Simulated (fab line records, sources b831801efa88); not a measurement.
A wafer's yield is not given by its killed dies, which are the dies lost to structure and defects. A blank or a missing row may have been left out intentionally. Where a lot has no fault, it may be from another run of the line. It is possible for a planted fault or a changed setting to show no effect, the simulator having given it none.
fab line records ; flow sky130
record: lots: 12; wafers: 36; last_day: 51
route steps=708 shown POLY_GATE@230 LDD_P@264 LDD_HVP@285 PAD_OPEN@708
lots that met no fault: taken from a fault-free run of the same line
start_h: start of the lot's first displayed wafer, in hours after the record's first day ; wait_h: hours from the lot's prior step to this one ; " as in the row above ; L1.1+2: one row covering several wafers at once ; - no value, or no start was given ; * or withheld: withheld ; < > ~ a bound
route shown NAME@n: NAME is a module with steps in the file, n the number in the route of the first one ; usual: the fault-free wafers' mean and standard deviation ; same: alike in all rows ; chamber/n: place in a boat ; sites: the reading at each site ; _std_site: the values' standard deviation ; _edge_site: inner sites' mean taken away from outer sites' mean ; radius_mm: how far each site lies from the wafer's centre ; mask NAME#n: copy n ; behind: tool/chamber where the wafer was last shaped ; hold: why the lot was held/for how many hours/how that ended ; device: the transistor (n, p or np) that didn't switch ; end of line: the route-end tests of the same wafers ; for a step that has no rows: nothing shown but its recipe ; killed: count of dies lost to structure and defects at first sort (not the wafer's yield) ; map: the dies of a wafer, with x for killed, . for not killed, _ for no die there
set.NAME: the setting that was run; set.NAME@STEP: the one run at that earlier step ; model.NAME: the simulator's own value behind a step, which no gauge read
route steps across a sampled set of lots; one table per step, one row per wafer
services: the hour from which a tool's chamber was out of use, counted from the record's first day as start_h (under 0 if before that day), plus the number of hours and why
== steps ==
step: SKY_POLY_GATE_ETCH_16
recipe: stop_on: poly-Si; chemistry: CH3F/O2; target: Si3N4; source_w: 400; bias_w: 80; pressure_mtorr: 25; ch3f_flow_sccm: 40; O2_flow_sccm: 30; time_s: 147.5; target_depth_a: 750
usual: O2_flow_sccm: 29.99/0.091; drypump_motor_current_A: 5.7/0.34; oes_product_au: 0.643/0.0049; throttle_valve_pct: 10.536/0.0085
lot.wafer;tool;chamber;start_h;wait_h;O2_flow_sccm;drypump_motor_current_A;oes_product_au;rf_hours_counter_h;throttle_valve_pct
L844.1;rie_diel-03;1;380.91;0.0;30.02;5.9;0.646;76;10.534
L844.3;rie_diel-03;3;380.91;0.0;29.97;5.8;0.641;8;10.526
L844.6;rie_diel-03;3;380.91;0.0;29.96;5.7;0.640;-;10.530
L847.1;rie_diel-02;2;401.17;0.0;29.95;6.2;0.640;26;10.530
L847.3;rie_diel-02;0;401.17;0.0;30.00;5.8;0.644;41;10.540
L847.5;rie_diel-02;1;401.17;0.0;29.97;5.3;0.641;-;10.529
L851.1;rie_diel-01;0;439.07;0.0;30.04;5.8;0.645;55;10.531
L851.4;rie_diel-01;1;439.07;0.0;29.81;5.6;0.634;-;10.540
L851.5;rie_diel-01;0;439.07;0.0;30.17;5.8;0.643;-;10.534
L852.2;rie_diel-03;3;453.91;0.0;30.06;5.7;0.644;9;10.526
L852.3;rie_diel-03;0;453.91;0.0;30.17;5.5;0.645;2;10.527
L852.4;rie_diel-03;2;453.91;0.0;30.08;6.0;0.655;10;10.543
L854.1;rie_diel-01;3;469.16;0.0;29.89;4.9;0.635;36;10.539
L854.4;rie_diel-01;2;469.16;0.0;29.99;5.9;0.649;6;10.528
L854.6;rie_diel-01;3;469.16;0.0;29.82;5.0;0.647;-;10.526
L855.2;rie_diel-02;1;475.95;0.0;30.04;5.3;0.637;7;10.544
L855.4;rie_diel-02;3;475.95;0.0;29.98;5.2;0.642;-;10.528
L855.5;rie_diel-02;1;475.95;0.0;30.01;5.3;0.639;-;10.538
L856.1;rie_diel-03;3;480.32;0.0;30.22;5.7;0.647;10;10.540
L856.2;rie_diel-03;1;480.32;0.0;30.06;5.9;0.636;77;10.535
L856.5;rie_diel-03;0;480.32;0.0;29.73;5.5;0.642;-;10.544
L858.3;rie_diel-01;2;502.33;0.0;29.99;5.9;0.646;7;10.535
L858.4;rie_diel-01;3;502.33;0.0;30.09;5.0;0.642;36;10.528
L858.5;rie_diel-01;3;502.33;0.0;30.00;5.0;0.640;-;10.533
L859.1;rie_diel-03;1;514.04;0.0;29.93;5.9;0.647;78;10.535
L859.2;rie_diel-03;3;514.04;0.0;30.07;5.7;0.646;11;10.543
L859.3;rie_diel-03;2;514.04;0.0;29.99;6.0;0.650;11;10.540
L860.1;rie_diel-03;2;520.82;0.0;29.98;6.0;0.647;11;10.529
L860.3;rie_diel-03;1;520.82;0.0;30.12;5.8;0.641;78;10.537
L860.6;rie_diel-03;0;520.82;0.0;30.16;5.5;0.647;-;10.526
L861.1;rie_diel-02;2;521.79;0.0;29.99;6.2;0.644;29;10.529
L861.2;rie_diel-02;1;521.79;0.0;29.99;5.3;0.638;8;10.525
L861.6;rie_diel-02;3;521.79;0.0;30.05;5.2;0.636;-;10.538
L866.2;rie_diel-03;3;594.46;0.0;30.11;5.7;0.639;12;10.537
L866.3;rie_diel-03;0;594.46;0.0;29.97;5.5;0.636;5;10.535
L866.5;rie_diel-03;0;594.46;0.0;30.04;5.5;0.643;-;10.536
step: SKY_POLY_GATE_THK_MEAS_21
recipe: reads: SiO2_of_POLY_GATE_OXIDATION_20
usual: POLY_GATE_OXIDATION_THK: 3.95/0.073
lot.wafer;tool;chamber;start_h;wait_h;POLY_GATE_OXIDATION_THK[nm]
L844.1;film_metro-03;-;385.04;0.0;3.85
L844.3;film_metro-03;-;385.04;0.0;4.06
L844.6;film_metro-03;-;385.04;0.0;3.86
L847.1;film_metro-04;-;404.61;0.0;3.96
L847.3;film_metro-04;-;404.61;0.0;3.90
L847.5;film_metro-04;-;404.61;0.0;3.95
L851.1;film_metro-02;-;441.72;0.0;4.01
L851.4;film_metro-02;-;441.72;0.0;4.00
L851.5;film_metro-02;-;441.72;0.0;3.99
L852.2;film_metro-04;-;455.48;0.0;4.07
L852.3;film_metro-04;-;455.48;0.0;4.06
L852.4;film_metro-04;-;455.48;0.0;3.95
L854.1;film_metro-02;-;470.72;0.0;3.79
L854.4;film_metro-02;-;470.72;0.0;3.84
L854.6;film_metro-02;-;470.72;0.0;3.72
L855.2;film_metro-03;-;477.56;0.0;3.96
L855.4;film_metro-03;-;477.56;0.0;3.87
L855.5;film_metro-03;-;477.56;0.0;3.89
L856.1;film_metro-04;-;481.88;0.0;4.02
L856.2;film_metro-04;-;481.88;0.0;3.94
L856.5;film_metro-04;-;481.88;0.0;3.93
L858.3;film_metro-04;-;503.90;0.0;3.96
L858.4;film_metro-04;-;503.90;0.0;4.00
L858.5;film_metro-04;-;503.90;0.0;3.95
L859.1;film_metro-03;-;515.60;0.0;3.96
L859.2;film_metro-03;-;515.60;0.0;3.99
L859.3;film_metro-03;-;515.60;0.0;3.96
L860.1;film_metro-03;-;522.60;0.0;3.88
L860.3;film_metro-03;-;522.60;0.0;3.88
L860.6;film_metro-03;-;522.60;0.0;3.91
L861.1;film_metro-03;-;523.35;0.0;3.92
L861.2;film_metro-03;-;523.35;0.0;4.02
L861.6;film_metro-03;-;523.35;0.0;4.09
L866.2;film_metro-03;-;596.03;0.0;3.92
L866.3;film_metro-03;-;596.03;0.0;4.03
L866.5;film_metro-03;-;596.03;0.0;4.03
step: SKY_LDD_P_IMPLANT_09
recipe: species: BF2; energy_kev: 25; dose_cm2: 1e+13; tilt_deg: withheld
usual: beam_energy_keV: 25.000/0.0085
lot.wafer;tool;chamber;start_h;wait_h;beam_energy_keV
L844.1;implanter-03;0;443.43;0.0;25.006
L844.3;implanter-03;0;443.43;0.0;24.993
L844.6;implanter-03;0;443.43;0.0;24.999
L847.1;implanter-03;0;465.19;0.0;25.013
L847.3;implanter-03;0;465.19;0.0;25.003
L847.5;implanter-03;0;465.19;0.0;25.014
L851.1;implanter-03;0;502.83;0.0;24.998
L851.4;implanter-03;0;502.83;0.0;24.982
L851.5;implanter-03;0;502.83;0.0;24.984
L852.2;implanter-04;0;517.39;0.0;24.995
L852.3;implanter-04;0;517.39;0.0;25.006
L852.4;implanter-04;0;517.39;0.0;25.010
L854.1;implanter-02;0;531.18;0.0;24.995
L854.4;implanter-02;0;531.18;0.0;25.003
L854.6;implanter-02;0;531.18;0.0;24.995
L855.2;implanter-02;0;538.78;0.1;25.003
L855.4;implanter-02;0;538.78;0.1;24.991
L855.5;implanter-02;0;538.78;0.1;24.994
L856.1;implanter-02;0;543.19;0.0;25.010
L856.2;implanter-02;0;543.19;0.0;24.999
L856.5;implanter-02;0;543.19;0.0;25.003
L858.3;implanter-02;0;564.41;0.1;26.477
L858.4;implanter-02;0;564.41;0.1;26.479
L858.5;implanter-02;0;564.41;0.1;26.471
L859.1;implanter-04;0;576.44;0.0;24.998
L859.2;implanter-04;0;576.44;0.0;24.997
L859.3;implanter-04;0;576.44;0.0;25.006
L860.1;implanter-03;0;582.96;0.0;25.013
L860.3;implanter-03;0;582.96;0.0;25.013
L860.6;implanter-03;0;582.96;0.0;25.014
L861.1;implanter-02;0;583.26;0.0;26.479
L861.2;implanter-02;0;583.26;0.0;26.478
L861.6;implanter-02;0;583.26;0.0;26.468
L866.2;implanter-02;0;656.91;0.0;24.996
L866.3;implanter-02;0;656.91;0.0;24.992
L866.5;implanter-02;0;656.91;0.0;24.976
step: SKY_LDD_P_TW_MEAS_11
usual: LDD_P_TW: 642/3.5
lot.wafer;tool;chamber;start_h;wait_h;LDD_P_TW
L844.1;film_metro-03;-;443.68;0.1;639
L844.3;film_metro-03;-;443.68;0.1;645
L844.6;film_metro-03;-;443.68;0.1;647
L847.1;film_metro-03;-;465.44;0.1;649
L847.3;film_metro-03;-;465.44;0.1;647
L847.5;film_metro-03;-;465.44;0.1;645
L851.1;film_metro-01;-;503.08;0.1;644
L851.4;film_metro-01;-;503.08;0.1;644
L851.5;film_metro-01;-;503.08;0.1;641
L852.2;film_metro-03;-;517.62;0.1;641
L852.3;film_metro-03;-;517.62;0.1;640
L852.4;film_metro-03;-;517.62;0.1;640
L854.1;film_metro-03;-;531.43;0.1;643
L854.4;film_metro-03;-;531.43;0.1;644
L854.6;film_metro-03;-;531.43;0.1;644
L855.2;film_metro-01;-;539.02;0.1;641
L855.4;film_metro-01;-;539.02;0.1;643
L855.5;film_metro-01;-;539.02;0.1;639
L856.1;film_metro-03;-;543.44;0.1;643
L856.2;film_metro-03;-;543.44;0.1;641
L856.5;film_metro-03;-;543.44;0.1;646
L858.3;film_metro-03;-;564.63;0.1;653
L858.4;film_metro-03;-;564.63;0.1;651
L858.5;film_metro-03;-;564.63;0.1;654
L859.1;film_metro-02;-;576.69;0.1;637
L859.2;film_metro-02;-;576.69;0.1;639
L859.3;film_metro-02;-;576.69;0.1;637
L860.1;film_metro-03;-;583.21;0.1;647
L860.3;film_metro-03;-;583.21;0.1;645
L860.6;film_metro-03;-;583.21;0.1;642
L861.1;film_metro-03;-;583.51;0.1;656
L861.2;film_metro-03;-;583.51;0.1;655
L861.6;film_metro-03;-;583.51;0.1;655
L866.2;film_metro-03;-;657.14;0.1;637
L866.3;film_metro-03;-;657.14;0.1;638
L866.5;film_metro-03;-;657.14;0.1;637
step: SKY_LDD_HVP_OVL_MEAS_07
usual: LDD_HVP_OVL: 0.7/1.2
lot.wafer;tool;chamber;start_h;wait_h;LDD_HVP_OVL[nm]
L844.1;overlay-01;-;504.12;0.1;1.9
L844.3;overlay-01;-;504.12;0.1;-1.0
L844.6;overlay-01;-;504.12;0.1;0.2
L847.1;overlay-01;-;525.57;0.1;-1.6
L847.3;overlay-01;-;525.57;0.1;1.1
L847.5;overlay-01;-;525.57;0.1;-1.9
L851.1;overlay-01;-;562.61;0.1;0.4
L851.4;overlay-01;-;562.61;0.1;0.2
L851.5;overlay-01;-;562.61;0.1;2.6
L852.2;overlay-02;-;576.59;0.1;0.3
L852.3;overlay-02;-;576.59;0.1;0.5
L852.4;overlay-02;-;576.59;0.1;1.5
L854.1;overlay-02;-;589.89;0.1;2.6
L854.4;overlay-02;-;589.89;0.1;-0.6
L854.6;overlay-02;-;589.89;0.1;0.6
L855.2;overlay-02;-;598.03;0.1;0.3
L855.4;overlay-02;-;598.03;0.1;1.1
L855.5;overlay-02;-;598.03;0.1;1.0
L856.1;overlay-02;-;602.41;0.1;0.1
L856.2;overlay-02;-;602.41;0.1;0.7
L856.5;overlay-02;-;602.41;0.1;-0.1
L858.3;overlay-02;-;622.78;0.1;2.8
L858.4;overlay-02;-;622.78;0.1;1.4
L858.5;overlay-02;-;622.78;0.1;3.5
L859.1;overlay-02;-;635.09;0.1;0.9
L859.2;overlay-02;-;635.09;0.1;-1.6
L859.3;overlay-02;-;635.09;0.1;0.2
L860.1;overlay-02;-;641.76;0.1;2.2
L860.3;overlay-02;-;641.76;0.1;1.0
L860.6;overlay-02;-;641.76;0.1;2.3
L861.1;overlay-02;-;642.87;0.1;-1.0
L861.2;overlay-02;-;642.87;0.1;0.5
L861.6;overlay-02;-;642.87;0.1;-0.5
L866.2;overlay-01;-;711.81;0.1;1.8
L866.3;overlay-01;-;711.81;0.1;1.1
L866.5;overlay-01;-;711.81;0.1;0.9
step: SKY_PAD_OPEN_PROBE_99
usual: killed_at_M0_to_M3: 43/6.4; killed_at_M4_up: 3.2/1.8; killed_at_contacts: 25/5.8; killed_at_front_end: 16/4.1; killed_at_other: 0.2/0.47; killed_dies: 88/9.9; killed_open: 47/7.3; killed_short: 40/7.1
same: gross_dies: 492; killed_at_back_side: 0
lot.wafer;tool;chamber;start_h;wait_h;killed_at_M0_to_M3;killed_at_M4_up;killed_at_contacts;killed_at_front_end;killed_at_other;killed_dies;killed_open;killed_short
L861.1;prober-01;-;1174.58;0.1;42;8;21;21;0;92;50;42
L861.2;prober-01;-;1174.63;0.1;48;2;38;17;0;105;57;48
L861.6;prober-01;-;1174.83;0.2;42;4;32;15;0;93;56;37
killed by level:class
L861.1 VIA2:geometric_particle:open=9 CONTACT:geometric_particle:open=8 METAL4:geometric_particle:short=7 VIA3:geometric_particle:open=7 FIELD_ISO:geometric_particle:short=6 VIA1:geometric_particle:short=6 FIELD_ISO:geometric_particle:open=5 LI_CONTACT:geometric_particle:open=5
L861.2 CONTACT:geometric_particle:open=13 LI_CONTACT:geometric_particle:open=10 VIA2:geometric_particle:open=9 LI_CONTACT:geometric_particle:short=7 FIELD_ISO:geometric_particle:short=6 VIA3:geometric_particle:open=6 METAL1:geometric_particle:short=6 METAL2:geometric_particle:short=6
L861.6 CONTACT:geometric_particle:open=15 VIA1:geometric_particle:open=10 VIA2:geometric_particle:open=8 LI_CONTACT:geometric_particle:open=7 VIA1:geometric_particle:short=5 POLY_GATE:geometric_particle:open=5 FIELD_ISO:geometric_particle:short=4 LI_CONTACT:geometric_particle:short=4
== services ==
tool;chamber;start_h;hours;kind
rie_diel-02;3;383.58;51.1;repair
rie_diel-01;3;387.12;6.6;repair
rie_diel-01;2;393.65;2.5;repair
rie_diel-01;-;395.01;2.8;pm
rie_diel-02;-;419.74;2.8;pm
rie_diel-01;1;425.49;1.3;repair
rie_diel-02;0;433.73;58.0;repair
rie_diel-01;3;437.72;20.3;repair
rie_diel-01;1;448.97;8.4;repair
rie_diel-03;-;460.67;0.3;repair
rie_diel-03;0;462.33;12.5;repair
rie_diel-03;-;475.45;2.8;pm
rie_diel-03;3;536.62;16.4;repair
rie_diel-01;0;537.15;2.0;repair
implanter-03;-;537.88;3.1;pm
rie_diel-02;3;550.44;20.3;repair
implanter-02;-;561.66;1.9;repair
implanter-03;-;591.42;2.3;repair
rie_diel-02;3;592.91;8.6;repair
implanter-02;-;596.53;0.5;repair
implanter-02;-;611.19;4.9;pm
rie_diel-03;3;628.39;16.3;repair
rie_diel-03;3;645.62;11.6;repair
rie_diel-03;0;645.75;6.0;repair
== key ==
first_sign: step: SKY_LDD_P_IMPLANT_09; reading: beam_energy_keV; direction: up; sigmas: 99+; usual: *; struck: *
effect: step: SKY_LDD_P_TW_MEAS_11; reading: LDD_P_TW; direction: up; sigmas: 3.4; usual: 642; struck: 654
met_at SKY_LDD_P_IMPLANT_09
struck_lots L858,L861
tester_left_out L858,L861
not_acting_at SKY_POLY_GATE_ETCH_16,SKY_POLY_GATE_THK_MEAS_21,SKY_LDD_HVP_OVL_MEAS_07
onset_between 543.19 564.41
fault: kind: process_parameter_drift; tool: implanter-02; chamber: -; onset_h: 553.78; steps: SKY_LDD_P_IMPLANT_09; channel: energy_kev; offset: *; shape: step; end_h: 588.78; acts_in: *; stated: *
tester_left_out: of these lots the tester's yield and bins aren't shown, on N5 and GAA mostly nor the transistor test; their killed dies are dies lost to structure and defects alone, not to doping, threshold or leakage, so they don't give the yield
